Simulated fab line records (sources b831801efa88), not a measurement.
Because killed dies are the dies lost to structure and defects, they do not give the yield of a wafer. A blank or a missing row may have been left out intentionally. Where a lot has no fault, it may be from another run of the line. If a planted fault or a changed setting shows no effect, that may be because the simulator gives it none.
fab line records / flow sky130 / part 2 of 2: steps 43 to 43 of 43
record lots=6 wafers=18 last-day=49
route steps=708 shown METAL4@623 VIA4@639 METAL5@661 PAD_OPEN@708
lots that met no fault: taken from a fault-free run of the same line
start-h: hours from the record's first day to the start of the lot's first wafer shown / wait-h: hours elapsed since this lot's preceding step / " as in the row above / L1.1+2: one row covering several wafers at once / - value missing, or start not given / * or withheld: withheld / < > ~ a bound
route shown NAME@n: NAME is a module with steps in the file, n the number in the route of the first one / usual: mean/standard deviation taken from wafers without a fault / same: alike in all rows / chamber/n: place in a boat / sites: the reading at each site / _std_site: the values' standard deviation / _edge_site: the outer-site mean with the inner-site mean subtracted / radius-mm: for every site, how far away it sits from the centre of the wafer / mask NAME#n: copy n / behind: the tool/chamber that last shaped the wafer / hold: why the lot went on hold/how many hours it stayed there/how the hold came to an end / device: which transistor (n, p or np) failed to switch / end of line: the same wafers' tests at the end of the route / a step given without rows: its recipe and nothing more / killed: the dies lost at the first sort to structure and to defects; this is not the yield of the wafer / map: a wafer's dies, x killed, . not, _ none there
set.NAME: setting as actually run; set.NAME@STEP: the setting as run at that earlier step / model.NAME: the simulator's own value behind a step, which no gauge read
a table for each step, a row for each wafer; lots at some steps of the route
services: from which hour (start-h, from the record's first day; less than 0 if before it) a tool's chamber was out of use, for how many hours, and why
## steps
# step SKY_PAD_OPEN_PROBE_99
# usual defect-limited-yield=82.3/1.9 killed_at_M0_to_M3=43/7.4 killed_at_M4_up=3.3/2 killed-at-contacts=24/5.4 killed-at-front-end=16/4.2 killed-at-other=0.3/0.61 killed-dies=87/9.4 killed-open=47/7.3 killed-short=40/6.7 sort_bin_3_pad_short=0.9/0.43 sort_bin_5_function=10.4/1.4 sort_bin_6_memory=6.4/1.2 sort-n-pass=405/9.4 sort-yield-pct=82.3/1.9
# same gross-dies=492 killed-at-back-side=0 sort_bin_4_leakage[%]=0 sort_bin_8_speed[%]=0
lot.wafer=L801.4 tool=prober-02 chamber=- start-h=1096.00 wait-h=0.2 defect-limited-yield[%]=82.5 killed_at_M0_to_M3=44 killed_at_M4_up=2 killed-at-contacts=23 killed-at-front-end=17 killed-at-other=0 killed-dies=86 killed-open=43 killed-short=43 sort_bin_3_pad_short[%]=1.4 sort_bin_5_function[%]=7.5 sort_bin_6_memory[%]=8.5 sort-n-pass=406 sort-yield-pct[%]=82.5 model.etest.tester.sort-n-pass=406 model.etest.tester.sort-yield-pct=82.52 model.etest.tester.sort_bin_5_pct=7.52 model.etest.tester.sort_bin_3_pct=1.423
lot.wafer=L801.5 tool=prober-02 chamber=- start-h=1096.05 wait-h=0.2 defect-limited-yield[%]=82.9 killed_at_M0_to_M3=48 killed_at_M4_up=5 killed-at-contacts=18 killed-at-front-end=13 killed-at-other=0 killed-dies=84 killed-open=43 killed-short=41 sort_bin_3_pad_short[%]=0.8 sort_bin_5_function[%]=11.8 sort_bin_6_memory[%]=4.5 sort-n-pass=408 sort-yield-pct[%]=82.9 model.etest.tester.sort-n-pass=408 model.etest.tester.sort-yield-pct=82.93 model.etest.tester.sort_bin_5_pct=11.79 model.etest.tester.sort_bin_3_pct=0.813
lot.wafer=L801.6 tool=prober-02 chamber=- start-h=1096.10 wait-h=0.2 defect-limited-yield[%]=80.9 killed_at_M0_to_M3=45 killed_at_M4_up=6 killed-at-contacts=25 killed-at-front-end=18 killed-at-other=0 killed-dies=94 killed-open=52 killed-short=42 sort_bin_3_pad_short[%]=0.4 sort_bin_5_function[%]=12.0 sort_bin_6_memory[%]=6.7 sort-n-pass=398 sort-yield-pct[%]=80.9 model.etest.tester.sort-n-pass=398 model.etest.tester.sort-yield-pct=80.89 model.etest.tester.sort_bin_5_pct=11.99 model.etest.tester.sort_bin_3_pct=0.4065
lot.wafer=L803.1 tool=prober-01 chamber=- start-h=1104.13 wait-h=0.1 defect-limited-yield[%]=83.3 killed_at_M0_to_M3=50 killed_at_M4_up=5 killed-at-contacts=16 killed-at-front-end=11 killed-at-other=0 killed-dies=82 killed-open=45 killed-short=37 sort_bin_3_pad_short[%]=1.0 sort_bin_5_function[%]=10.4 sort_bin_6_memory[%]=5.3 sort-n-pass=410 sort-yield-pct[%]=83.3 model.etest.tester.sort-n-pass=410 model.etest.tester.sort-yield-pct=83.33 model.etest.tester.sort_bin_5_pct=10.37 model.etest.tester.sort_bin_3_pct=1.016
lot.wafer=L803.2 tool=prober-01 chamber=- start-h=1104.18 wait-h=0.1 defect-limited-yield[%]=84.3 killed_at_M0_to_M3=38 killed_at_M4_up=6 killed-at-contacts=15 killed-at-front-end=18 killed-at-other=0 killed-dies=77 killed-open=43 killed-short=34 sort_bin_3_pad_short[%]=1.0 sort_bin_5_function[%]=8.9 sort_bin_6_memory[%]=5.7 sort-n-pass=415 sort-yield-pct[%]=84.3 model.etest.tester.sort-n-pass=415 model.etest.tester.sort-yield-pct=84.35 model.etest.tester.sort_bin_5_pct=8.943 model.etest.tester.sort_bin_3_pct=1.016
lot.wafer=L803.3 tool=prober-01 chamber=- start-h=1104.23 wait-h=0.2 defect-limited-yield[%]=80.9 killed_at_M0_to_M3=32 killed_at_M4_up=4 killed-at-contacts=40 killed-at-front-end=18 killed-at-other=0 killed-dies=94 killed-open=54 killed-short=40 sort_bin_3_pad_short[%]=1.6 sort_bin_5_function[%]=11.2 sort_bin_6_memory[%]=6.3 sort-n-pass=398 sort-yield-pct[%]=80.9 model.etest.tester.sort-n-pass=398 model.etest.tester.sort-yield-pct=80.89 model.etest.tester.sort_bin_5_pct=11.18 model.etest.tester.sort_bin_3_pct=1.626
lot.wafer=L806.1 tool=prober-02 chamber=- start-h=1131.16 wait-h=0.1 defect-limited-yield[%]=81.5 killed_at_M0_to_M3=46 killed_at_M4_up=4 killed-at-contacts=18 killed-at-front-end=23 killed-at-other=0 killed-dies=91 killed-open=47 killed-short=42 sort_bin_3_pad_short[%]=0.4 sort_bin_5_function[%]=10.6 sort_bin_6_memory[%]=7.5 sort-n-pass=401 sort-yield-pct[%]=81.5 model.etest.tester.sort-n-pass=401 model.etest.tester.sort-yield-pct=81.5 model.etest.tester.sort_bin_5_pct=10.57 model.etest.tester.sort_bin_3_pct=0.4065
lot.wafer=L806.2 tool=prober-02 chamber=- start-h=1131.21 wait-h=0.1 defect-limited-yield[%]=84.1 killed_at_M0_to_M3=43 killed_at_M4_up=0 killed-at-contacts=17 killed-at-front-end=16 killed-at-other=2 killed-dies=78 killed-open=39 killed-short=38 sort_bin_3_pad_short[%]=1.0 sort_bin_5_function[%]=8.5 sort_bin_6_memory[%]=6.3 sort-n-pass=414 sort-yield-pct[%]=84.1 model.etest.tester.sort-n-pass=414 model.etest.tester.sort-yield-pct=84.15 model.etest.tester.sort_bin_5_pct=8.537 model.etest.tester.sort_bin_3_pct=1.016
lot.wafer=L806.6 tool=prober-02 chamber=- start-h=1131.41 wait-h=0.2 defect-limited-yield[%]=81.7 killed_at_M0_to_M3=51 killed_at_M4_up=3 killed-at-contacts=19 killed-at-front-end=17 killed-at-other=0 killed-dies=90 killed-open=58 killed-short=30 sort_bin_3_pad_short[%]=0 sort_bin_5_function[%]=11.4 sort_bin_6_memory[%]=6.9 sort-n-pass=402 sort-yield-pct[%]=81.7 model.etest.tester.sort-n-pass=402 model.etest.tester.sort-yield-pct=81.71 model.etest.tester.sort_bin_5_pct=11.38 model.etest.tester.sort_bin_3_pct=0
lot.wafer=L809.1 tool=prober-01 chamber=- start-h=1141.38 wait-h=0.1 defect-limited-yield[%]=82.9 killed_at_M0_to_M3=38 killed_at_M4_up=9 killed-at-contacts=28 killed-at-front-end=9 killed-at-other=0 killed-dies=84 killed-open=46 killed-short=38 sort_bin_3_pad_short[%]=0.4 sort_bin_5_function[%]=11.0 sort_bin_6_memory[%]=5.7 sort-n-pass=408 sort-yield-pct[%]=82.9 model.etest.tester.sort-n-pass=408 model.etest.tester.sort-yield-pct=82.93 model.etest.tester.sort_bin_5_pct=10.98 model.etest.tester.sort_bin_3_pct=0.4065
lot.wafer=L809.2 tool=prober-01 chamber=- start-h=1141.43 wait-h=0.1 defect-limited-yield[%]=73.8 killed_at_M0_to_M3=44 killed_at_M4_up=41 killed-at-contacts=35 killed-at-front-end=9 killed-at-other=0 killed-dies=129 killed-open=44 killed-short=47 sort_bin_3_pad_short[%]=4.5 sort_bin_5_function[%]=14.2 sort_bin_6_memory[%]=7.5 sort-n-pass=363 sort-yield-pct[%]=73.8 model.etest.tester.sort-n-pass=363 model.etest.tester.sort-yield-pct=73.78 model.etest.tester.sort_bin_5_pct=14.23 model.etest.tester.sort_bin_3_pct=4.472
lot.wafer=L809.6 tool=prober-01 chamber=- start-h=1141.63 wait-h=0.2 defect-limited-yield[%]=81.1 killed_at_M0_to_M3=48 killed_at_M4_up=2 killed-at-contacts=18 killed-at-front-end=24 killed-at-other=1 killed-dies=93 killed-open=56 killed-short=37 sort_bin_3_pad_short[%]=1.0 sort_bin_5_function[%]=11.6 sort_bin_6_memory[%]=6.3 sort-n-pass=399 sort-yield-pct[%]=81.1 model.etest.tester.sort-n-pass=399 model.etest.tester.sort-yield-pct=81.1 model.etest.tester.sort_bin_5_pct=11.59 model.etest.tester.sort_bin_3_pct=1.016
lot.wafer=L813.3 tool=prober-02 chamber=- start-h=1165.88 wait-h=0.2 defect-limited-yield[%]=78.5 killed_at_M0_to_M3=28 killed_at_M4_up=41 killed-at-contacts=23 killed-at-front-end=14 killed-at-other=0 killed-dies=106 killed-open=42 killed-short=23 sort_bin_3_pad_short[%]=2.4 sort_bin_5_function[%]=14.6 sort_bin_6_memory[%]=4.5 sort-n-pass=386 sort-yield-pct[%]=78.5 model.etest.tester.sort-n-pass=386 model.etest.tester.sort-yield-pct=78.46 model.etest.tester.sort_bin_5_pct=14.63 model.etest.tester.sort_bin_3_pct=2.439
lot.wafer=L813.5 tool=prober-02 chamber=- start-h=1165.98 wait-h=0.2 defect-limited-yield[%]=73.8 killed_at_M0_to_M3=46 killed_at_M4_up=43 killed-at-contacts=26 killed-at-front-end=14 killed-at-other=0 killed-dies=129 killed-open=50 killed-short=38 sort_bin_3_pad_short[%]=3.9 sort_bin_5_function[%]=14.4 sort_bin_6_memory[%]=7.9 sort-n-pass=363 sort-yield-pct[%]=73.8 model.etest.tester.sort-n-pass=363 model.etest.tester.sort-yield-pct=73.78 model.etest.tester.sort_bin_5_pct=14.43 model.etest.tester.sort_bin_3_pct=3.862
lot.wafer=L813.6 tool=prober-02 chamber=- start-h=1166.03 wait-h=0.2 defect-limited-yield[%]=80.9 killed_at_M0_to_M3=51 killed_at_M4_up=4 killed-at-contacts=28 killed-at-front-end=11 killed-at-other=0 killed-dies=94 killed-open=37 killed-short=57 sort_bin_3_pad_short[%]=2.0 sort_bin_5_function[%]=10.2 sort_bin_6_memory[%]=6.9 sort-n-pass=398 sort-yield-pct[%]=80.9 model.etest.tester.sort-n-pass=398 model.etest.tester.sort-yield-pct=80.89 model.etest.tester.sort_bin_5_pct=10.16 model.etest.tester.sort_bin_3_pct=2.033
lot.wafer=L817.2 tool=prober-02 chamber=- start-h=1172.60 wait-h=0.1 defect-limited-yield[%]=81.5 killed_at_M0_to_M3=42 killed_at_M4_up=3 killed-at-contacts=30 killed-at-front-end=16 killed-at-other=0 killed-dies=91 killed-open=47 killed-short=44 sort_bin_3_pad_short[%]=1.0 sort_bin_5_function[%]=11.0 sort_bin_6_memory[%]=6.5 sort-n-pass=401 sort-yield-pct[%]=81.5 model.etest.tester.sort-n-pass=401 model.etest.tester.sort-yield-pct=81.5 model.etest.tester.sort_bin_5_pct=10.98 model.etest.tester.sort_bin_3_pct=1.016
lot.wafer=L817.3 tool=prober-02 chamber=- start-h=1172.65 wait-h=0.2 defect-limited-yield[%]=82.1 killed_at_M0_to_M3=44 killed_at_M4_up=3 killed-at-contacts=19 killed-at-front-end=22 killed-at-other=0 killed-dies=88 killed-open=49 killed-short=39 sort_bin_3_pad_short[%]=1.0 sort_bin_5_function[%]=11.0 sort_bin_6_memory[%]=5.9 sort-n-pass=404 sort-yield-pct[%]=82.1 model.etest.tester.sort-n-pass=404 model.etest.tester.sort-yield-pct=82.11 model.etest.tester.sort_bin_5_pct=10.98 model.etest.tester.sort_bin_3_pct=1.016
lot.wafer=L817.4 tool=prober-02 chamber=- start-h=1172.70 wait-h=0.2 defect-limited-yield[%]=84.8 killed_at_M0_to_M3=32 killed_at_M4_up=4 killed-at-contacts=23 killed-at-front-end=16 killed-at-other=0 killed-dies=75 killed-open=36 killed-short=39 sort_bin_3_pad_short[%]=1.4 sort_bin_5_function[%]=8.1 sort_bin_6_memory[%]=5.7 sort-n-pass=417 sort-yield-pct[%]=84.8 model.etest.tester.sort-n-pass=417 model.etest.tester.sort-yield-pct=84.76 model.etest.tester.sort_bin_5_pct=8.13 model.etest.tester.sort_bin_3_pct=1.423
# killed by level:class
L801.4 VIA1:geometric-particle:open=8 CONTACT:geometric-particle:open=7 VIA1:geometric-particle:short=7 METAL1:geometric-particle:short=6 VIA2:geometric-particle:open=5 FIELD_ISO:geometric-particle:short=4 LI_CONTACT:geometric-particle:open=4 LOCAL_INTERCONNECT:geometric-particle:short=4
L801.5 VIA1:geometric-particle:open=10 CONTACT:geometric-particle:open=9 METAL2:geometric-particle:short=7 METAL1:geometric-particle:short=7 VIA3:geometric-particle:open=6 VIA2:geometric-particle:short=5 VIA2:geometric-particle:open=5 LI_CONTACT:geometric-particle:open=5
L801.6 LI_CONTACT:geometric-particle:open=11 VIA1:geometric-particle:open=9 CONTACT:geometric-particle:open=7 POLY_GATE:geometric-particle:short=6 VIA2:geometric-particle:open=6 METAL1:geometric-particle:short=6 FIELD_ISO:geometric-particle:short=5 VIA3:geometric-particle:open=5
L803.1 VIA1:geometric-particle:open=10 METAL1:geometric-particle:short=7 CONTACT:geometric-particle:open=7 VIA2:geometric-particle:open=7 VIA1:geometric-particle:short=6 POLY_GATE:geometric-particle:open=4 LI_CONTACT:geometric-particle:open=4 VIA3:geometric-particle:open=4
L803.2 VIA2:geometric-particle:open=9 VIA1:geometric-particle:open=8 FIELD_ISO:geometric-particle:open=6 POLY_GATE:geometric-particle:short=6 METAL1:geometric-particle:short=6 CONTACT:geometric-particle:open=5 VIA2:geometric-particle:short=5 FIELD_ISO:geometric-particle:short=4
L803.3 CONTACT:geometric-particle:open=19 VIA1:geometric-particle:open=12 CONTACT:geometric-particle:short=9 FIELD_ISO:geometric-particle:short=7 POLY_GATE:geometric-particle:open=5 LI_CONTACT:geometric-particle:open=5 METAL1:geometric-particle:short=5 LI_CONTACT:geometric-particle:short=4
L806.1 VIA1:geometric-particle:open=12 VIA3:geometric-particle:short=8 VIA2:geometric-particle:open=8 FIELD_ISO:geometric-particle:open=7 METAL2:geometric-particle:short=7 LOCAL_INTERCONNECT:geometric-particle:short=5 CONTACT:geometric-particle:short=5 FIELD_ISO:geometric-particle:short=4
L806.2 VIA2:geometric-particle:open=8 METAL1:geometric-particle:short=7 VIA1:geometric-particle:open=6 FIELD_ISO:geometric-particle:open=5 CONTACT:geometric-particle:open=5 LOCAL_INTERCONNECT:geometric-particle:short=5 VIA1:geometric-particle:short=5 METAL2:geometric-particle:short=5
L806.6 CONTACT:geometric-particle:open=11 VIA3:geometric-particle:open=11 VIA2:geometric-particle:open=11 VIA1:geometric-particle:open=9 FIELD_ISO:geometric-particle:open=5 VIA2:geometric-particle:short=5 VIA3:geometric-particle:short=4 POLY_GATE:geometric-particle:open=3
L809.1 CONTACT:geometric-particle:open=12 VIA1:geometric-particle:open=9 VIA2:geometric-particle:open=7 METAL4:geometric-particle:short=7 CONTACT:geometric-particle:short=5 LI_CONTACT:geometric-particle:open=5 METAL1:geometric-particle:short=4 VIA3:geometric-particle:short=4
L809.2 METAL4:unspecified=38 VIA1:geometric-particle:open=12 LOCAL_INTERCONNECT:geometric-particle:short=10 LI_CONTACT:geometric-particle:open=9 CONTACT:geometric-particle:open=8 METAL2:geometric-particle:short=7 CONTACT:geometric-particle:short=5 VIA1:geometric-particle:short=5
L809.6 CONTACT:geometric-particle:open=9 VIA2:geometric-particle:open=9 VIA1:geometric-particle:open=9 VIA3:geometric-particle:open=8 POLY_GATE:geometric-particle:open=6 POLY_GATE:geometric-particle:short=6 METAL2:geometric-particle:short=6 VIA2:geometric-particle:short=5
L813.3 METAL4:unspecified=41 CONTACT:geometric-particle:open=12 VIA1:geometric-particle:open=9 LI_CONTACT:geometric-particle:open=7 VIA2:geometric-particle:open=5 FIELD_ISO:geometric-particle:short=4 METAL1:geometric-particle:short=4 POLY_GATE:geometric-particle:short=3
L813.5 METAL4:unspecified=41 CONTACT:geometric-particle:open=11 VIA2:geometric-particle:open=11 CONTACT:geometric-particle:short=8 VIA1:geometric-particle:open=8 LI_CONTACT:geometric-particle:open=5 VIA1:geometric-particle:short=5 METAL2:geometric-particle:short=5
L813.6 VIA1:geometric-particle:short=9 CONTACT:geometric-particle:open=9 LOCAL_INTERCONNECT:geometric-particle:short=8 METAL1:geometric-particle:short=6 METAL2:geometric-particle:short=6 VIA2:geometric-particle:short=6 VIA2:geometric-particle:open=6 LI_CONTACT:geometric-particle:open=4
L817.2 VIA1:geometric-particle:short=10 CONTACT:geometric-particle:open=8 CONTACT:geometric-particle:short=8 LI_CONTACT:geometric-particle:open=7 VIA1:geometric-particle:open=7 VIA3:geometric-particle:open=7 METAL1:geometric-particle:short=6 VIA2:geometric-particle:open=6
L817.3 FIELD_ISO:geometric-particle:short=10 LI_CONTACT:geometric-particle:open=8 VIA1:geometric-particle:short=8 FIELD_ISO:geometric-particle:open=7 VIA3:geometric-particle:open=7 METAL1:geometric-particle:short=7 CONTACT:geometric-particle:open=6 VIA2:geometric-particle:open=6
L817.4 CONTACT:geometric-particle:open=8 FIELD_ISO:geometric-particle:open=7 VIA1:geometric-particle:open=7 LOCAL_INTERCONNECT:geometric-particle:short=6 METAL2:geometric-particle:short=6 VIA1:geometric-particle:short=5 METAL1:geometric-particle:short=4 METAL4:geometric-particle:short=4
# map L809.2 (x killed, . not)
__________xxxxxxx..._________
________xxxxxxxx......_______
______.xxxxxxxxx.x...xx._____
_____..x.xxxxxxxx........____
____x...x..xxxx.......x..x___
___x.......xxx.xx...x...x..__
__..............x..xx...xx.._
_xx.x....x......x....xxx.....
_x......xx........xx.........
_xx....xx......x..........xx.
_x..........x...x.....x......
_.xx...x...x..x........x....x
_xxx........xx..........x..x.
_..................x.....x...
_....x...x............xx.....
__...x.....x..........x....x_
___..x....x..x.....x..xx...__
____x.......x....x..x.....___
_____...x.x...x...x.x....____
______....x..x.........._____
________x.xx.x.x....x._______
__________......x..._________
# map L813.5 (x killed, . not)
__________xxxxxxx..._________
________xxxxxxxxxxx..._______
______xxxxxxxxxx.x......_____
_____..xxxxxxxxxx........____
____...xxxxxxx..x.........___
___.......x.x.xxxx..x.x..x.__
__..x.......x.x.x....x...x.._
_x.x..x......x.........x....x
_.....x.xx.......xx......x...
_x...x.........xx...........x
_...x......x..xx.........x...
_.....x...xx..x....x.........
_..x.xxx....x..xxx.........x.
_.....x.......xx...x.......x.
_.x............x.x..x........
__...........xx.x....x..xxx._
___............x....x.x...x__
____x..............x......___
_____xx..................____
______...x...xx..x......_____
________............x._______
__________xx........_________
## services
tool=rie-metal-01 chamber=- start-h=985.22 hours=1.4 kind=pm
tool=pvd-sputter-01 chamber=- start-h=996.10 hours=4.9 kind=repair
tool=rie-metal-02 chamber=1 start-h=1008.98 hours=14.2 kind=repair
tool=rie-diel-02 chamber=1 start-h=1023.04 hours=21.3 kind=repair
tool=rie-metal-02 chamber=0 start-h=1023.51 hours=12.7 kind=repair
tool=rie-diel-01 chamber=0 start-h=1038.02 hours=4.0 kind=repair
tool=pvd-sputter-01 chamber=1 start-h=1040.97 hours=- kind=consumable-replace:kit
tool=pvd-sputter-01 chamber=1 start-h=1040.97 hours=18.0 kind=scheduled-down
tool=pvd-sputter-01 chamber=1 start-h=1040.97 hours=18.0 kind=vent-cycle
tool=rie-diel-04 chamber=- start-h=1051.75 hours=1.0 kind=repair
tool=plasma-asher-02 chamber=- start-h=1057.23 hours=2.8 kind=pm
tool=rie-diel-02 chamber=3 start-h=1058.18 hours=2.2 kind=repair
tool=pvd-sputter-01 chamber=- start-h=1058.27 hours=3.3 kind=repair
tool=rie-diel-02 chamber=2 start-h=1071.29 hours=8.0 kind=repair
tool=rie-diel-02 chamber=- start-h=1072.31 hours=5.8 kind=repair
tool=pvd-sputter-02 chamber=1 start-h=1074.98 hours=- kind=consumable-replace:kit
tool=pvd-sputter-02 chamber=1 start-h=1074.98 hours=18.0 kind=scheduled-down
tool=pvd-sputter-02 chamber=1 start-h=1074.98 hours=18.0 kind=vent-cycle
tool=rie-diel-02 chamber=0 start-h=1081.04 hours=14.2 kind=repair
tool=rie-metal-01 chamber=0 start-h=1087.02 hours=- kind=clean
tool=plasma-asher-03 chamber=- start-h=1094.04 hours=4.5 kind=repair
tool=rie-metal-02 chamber=0 start-h=1097.06 hours=3.3 kind=repair
tool=plasma-asher-01 chamber=- start-h=1103.63 hours=2.1 kind=repair
tool=rie-diel-04 chamber=- start-h=1105.52 hours=0.2 kind=repair
## key
first-sign step=SKY_PAD_OPEN_PROBE_99 reading=killed_at_M4_up direction=up sigmas=19 usual=3.3 struck=41.7
effect step=SKY_PAD_OPEN_PROBE_99 reading=sort_bin_3_pad_short direction=up sigmas=6.2 usual=0.9 struck=3.6
model-effect step=SKY_PAD_OPEN_PROBE_99 value=etest.tester.sort-n-pass without=402 struck=370.7
met-at SKY_METAL4_STRIP_19
struck-wafers L809.2,L813.3,L813.5
onset-between 1011.73 1052.77
fault kind=chamber-particle-source tool=plasma-asher-01 chamber=0 onset-h=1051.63 steps=SKY_METAL4_STRIP_19 rate-per-visit-cm2=1.6427 end-h=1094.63
